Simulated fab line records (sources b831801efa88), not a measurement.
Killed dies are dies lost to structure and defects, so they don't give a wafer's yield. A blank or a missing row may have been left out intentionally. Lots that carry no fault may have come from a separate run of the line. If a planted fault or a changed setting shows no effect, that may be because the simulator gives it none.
Problem report, 8D (eight disciplines) form, completed by code | flow sfq line | the parts of the form that need people (team, actions taken, sign-off) are left out

== 1. PROBLEM STATEMENT ==
Mean JJ_NB_RS at SFQ_JJ_RS_MEAS_929: 1.238 ohm/sq over 2 wafers in 2 lots; fault-free wafers: 1.049 ohm/sq, standard deviation 0.012. That is +16 standard deviations from the usual mean.
The step: measures by four-point-probe.
The first sign was on wafer L138.3 at day 55 13:16, on film metro-03. The record has a number at this step for 42 wafers belonging to 14 lots. Rule for "out", or "out of limits": more than 4 standard deviations from the usual mean. Any other wafer with a number is counted as sound.

== 2. WHAT IT IS, WHAT IT ISN'T ==
question                    | is                           | is not
which readings at this step | JJ_NB_RS                     | -
which lots                  | L138, L140                   | L126, L127, L129, L130, L131, L132, L133, L134, L137, L144, L145, L149
which wafers of those lots  | L138.3, L140.4               | L138.2, L138.6, L140.1, L140.3
read on which gauges        | film metro-03, film metro-04 | -
when                        | from day 55 13:16            | up to then (29 sound wafers); but 11 sound wafers of L140, L144, L145, L149 came after

== 3. THE SUSPECTS, EACH WITH WHAT RULES IT OUT ==
Counting: a tool at a process step up to the reading stays a suspect if it ran every lot that is out. Sound lots after the first of them don't rule it out here, since some wafers of a struck lot are sound.
- the gauge at SFQ_JJ_RS_MEAS_929: ruled out. Those wafers that are out were read across 2 gauges (film metro-03, film metro-04).
- pvd sputter-04 at SFQ_TRILAYER_JJ_TRILAYER_DEP_SPUTTER_112 (material Nb, target thk 170 nm, time 113.3 s): kept. Every lot that is out went through it, the first being L138 (day 55 13:10); the last sound lot it ran before that was L137 (day 55 07:17).
Remaining after the count: pvd sputter-04 at SFQ_TRILAYER_JJ_TRILAYER_DEP_SPUTTER_112.

== 4. THE CAUSE (what the simulator had put in) ==
Site profile drift: pvd sputter-04, from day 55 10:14 on, at SFQ_TRILAYER_JJ_TRILAYER_DEP_SPUTTER_112. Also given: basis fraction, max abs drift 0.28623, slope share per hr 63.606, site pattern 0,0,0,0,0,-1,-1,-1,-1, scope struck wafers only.
This tool alone remained once counting was done.

== 5. THE EFFECT CHAIN, in route order ==
Rows list readings where the struck wafers' mean (over those with a number) sits beyond 3 standard deviations from the usual. Readings are gone through only where the record gives a usual standard deviation; hours: the median, over the lots, of the time from a lot's start at the first step in this table giving one to that lot's start at this step; sigmas: the change measured in usual standard deviations.
hours | step                            | reading        | usual        | on struck wafers | change | sigmas
0     | SFQ_JJ_RS_MEAS_929              | JJ_NB_RS       | 1.049 ohm/sq | 1.238            | +0.189 | +16
4     | SFQ_TRILAYER_JJ_CE_ETCH_RIE_118 | oes product au | 0.989 a.u.   | 0.913            | -0.076 | -12
Its process steps:
- SFQ_TRILAYER_JJ_CE_ETCH_RIE_118: chemistry SF6, target Nb, stops on Al2O3, time 97.7 s, target depth 170 nm.
At these later measuring or inspecting steps, every struck wafer for which the step has a row has a number for every such reading, and none has moved that far: SFQ_I7_BOW_MEAS_946, SFQ_M8_RS_MEAS_949.

== 6. HOW IT WOULD HAVE BEEN CAUGHT EARLIER ==
In this record the first reading out of limits at a measuring or inspecting step was taken at day 55 13:16, 3 hours after the fault began at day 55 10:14.
An alarm limit of 4 standard deviations would not have fired on the tool readings at SFQ_TRILAYER_JJ_TRILAYER_DEP_SPUTTER_112 for which the record gives a usual standard deviation, since none of them was out on any struck wafer.
L140, from the lots that are out (2), started SFQ_TRILAYER_JJ_TRILAYER_DEP_SPUTTER_112 on pvd sputter-04 later than day 55 13:16. Holding the tool at that time would have saved it.
